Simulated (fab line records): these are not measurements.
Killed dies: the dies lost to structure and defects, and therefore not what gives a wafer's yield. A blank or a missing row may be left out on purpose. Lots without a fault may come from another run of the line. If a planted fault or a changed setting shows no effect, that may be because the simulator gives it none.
Matching of chambers :: flow sfqLine :: cmp-01 running SFQ_TRILAYER_I7_CMP_CMP_184: 4 sister chambers
The step polishes SiO2. 16 wafers are shown with their chamber, then 8 later ones without.

WAFERS WITH THEIR CHAMBER
wafer: L157.1
chamber: 0
motorCurrentA (A): 10.0
timeToEndpointS (s): 217
retainingRingPressureFrac: 1.003

wafer: L157.2
chamber: 2
motorCurrentA (A): 10.0
timeToEndpointS (s): 216
retainingRingPressureFrac: 1.003

wafer: L157.3
chamber: 3
motorCurrentA (A): 9.1
timeToEndpointS (s): 202
retainingRingPressureFrac: 1.010

wafer: L158.4
chamber: 0
motorCurrentA (A): 10.7
timeToEndpointS (s): 217
retainingRingPressureFrac: 0.997

wafer: L158.2
chamber: 2
motorCurrentA (A): 10.6
timeToEndpointS (s): 209
retainingRingPressureFrac: 0.995

wafer: L158.6
chamber: 3
motorCurrentA (A): 9.5
timeToEndpointS (s): 204
retainingRingPressureFrac: 0.987

wafer: L159.4
chamber: 1
motorCurrentA (A): 9.8
timeToEndpointS (s): 236
retainingRingPressureFrac: 0.992

wafer: L159.1
chamber: 0
motorCurrentA (A): 10.6
timeToEndpointS (s): 222
retainingRingPressureFrac: 1.008

wafer: L159.2
chamber: 3
motorCurrentA (A): 9.4
timeToEndpointS (s): 206
retainingRingPressureFrac: 0.999

wafer: L160.1
chamber: 1
motorCurrentA (A): 9.7
timeToEndpointS (s): 229
retainingRingPressureFrac: 0.996

wafer: L160.3
chamber: 0
motorCurrentA (A): 10.8
timeToEndpointS (s): 210
retainingRingPressureFrac: 1.009

wafer: L160.6
chamber: 1
motorCurrentA (A): 9.8
timeToEndpointS (s): 234
retainingRingPressureFrac: 0.991

wafer: L162.1
chamber: 1
motorCurrentA (A): 9.4
timeToEndpointS (s): 219
retainingRingPressureFrac: 0.998

wafer: L162.3
chamber: 2
motorCurrentA (A): 10.2
timeToEndpointS (s): 204
retainingRingPressureFrac: 1.004

wafer: L162.4
chamber: 0
motorCurrentA (A): 10.5
timeToEndpointS (s): 216
retainingRingPressureFrac: 0.999

wafer: L164.1
chamber: 3
motorCurrentA (A): 8.9
timeToEndpointS (s): 194
retainingRingPressureFrac: 1.000

SIGNATURES (means of the wafers above)
reading: motorCurrentA
chamber 0: 10.520
chamber 1: 9.675
chamber 2: 10.267
chamber 3: 9.225
scatter within a chamber: 0.275

reading: timeToEndpointS
chamber 0: 216.40
chamber 1: 229.50
chamber 2: 209.67
chamber 3: 201.50
scatter within a chamber: 5.79

reading: retainingRingPressureFrac
chamber 0: 1.00320
chamber 1: 0.99425
chamber 2: 1.00067
chamber 3: 0.99900
scatter within a chamber: 0.00619
Rule: a wafer's distance from a chamber is the root of the sum, over the readings, of the square of ((its reading less the chamber's mean) divided by the reading's scatter). If the next closest chamber is less than 2 further off than the closest, the wafer can't be placed; otherwise it belongs to the closest. How the scatter is found: for the shown wafers, subtract from each reading the mean of its chamber, square and add these, divide the total by (wafers less chambers), then take the root.

WAFERS WITHOUT THEIR CHAMBER
wafer: L164.4
motorCurrentA (A): 10.5
timeToEndpointS (s): 210
retainingRingPressureFrac: 0.993

wafer: L164.6
motorCurrentA (A): 9.5
timeToEndpointS (s): 216
retainingRingPressureFrac: 0.997

wafer: L166.1
motorCurrentA (A): 9.7
timeToEndpointS (s): 193
retainingRingPressureFrac: 0.997

wafer: L166.2
motorCurrentA (A): 10.5
timeToEndpointS (s): 211
retainingRingPressureFrac: 0.992

wafer: L166.3
motorCurrentA (A): 9.9
timeToEndpointS (s): 205
retainingRingPressureFrac: 0.996

wafer: L167.3
motorCurrentA (A): 11.2
timeToEndpointS (s): 206
retainingRingPressureFrac: 1.000

wafer: L167.2
motorCurrentA (A): 10.7
timeToEndpointS (s): 206
retainingRingPressureFrac: 1.007

wafer: L167.6
motorCurrentA (A): 11.1
timeToEndpointS (s): 208
retainingRingPressureFrac: 0.999

THE CHAMBER EACH PASSED THROUGH
wafer: L164.4
from the rows above: can't be placed: 2 or 0
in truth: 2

wafer: L164.6
from the rows above: can't be placed: 1 or 3 or 2 or 0
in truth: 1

wafer: L166.1
from the rows above: can't be placed: 3 or 2
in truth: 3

wafer: L166.2
from the rows above: can't be placed: 2 or 0
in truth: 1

wafer: L166.3
from the rows above: can't be placed: 2 or 3 or 0
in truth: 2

wafer: L167.3
from the rows above: can't be placed: 0 or 2
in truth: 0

wafer: L167.2
from the rows above: can't be placed: 2 or 0
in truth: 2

wafer: L167.6
from the rows above: can't be placed: 0 or 2
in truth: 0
0 of 8 placed correctly. Cannot be placed on the basis of these rows: 8; the candidates contain the true chamber in 7. 0 placed wrongly.
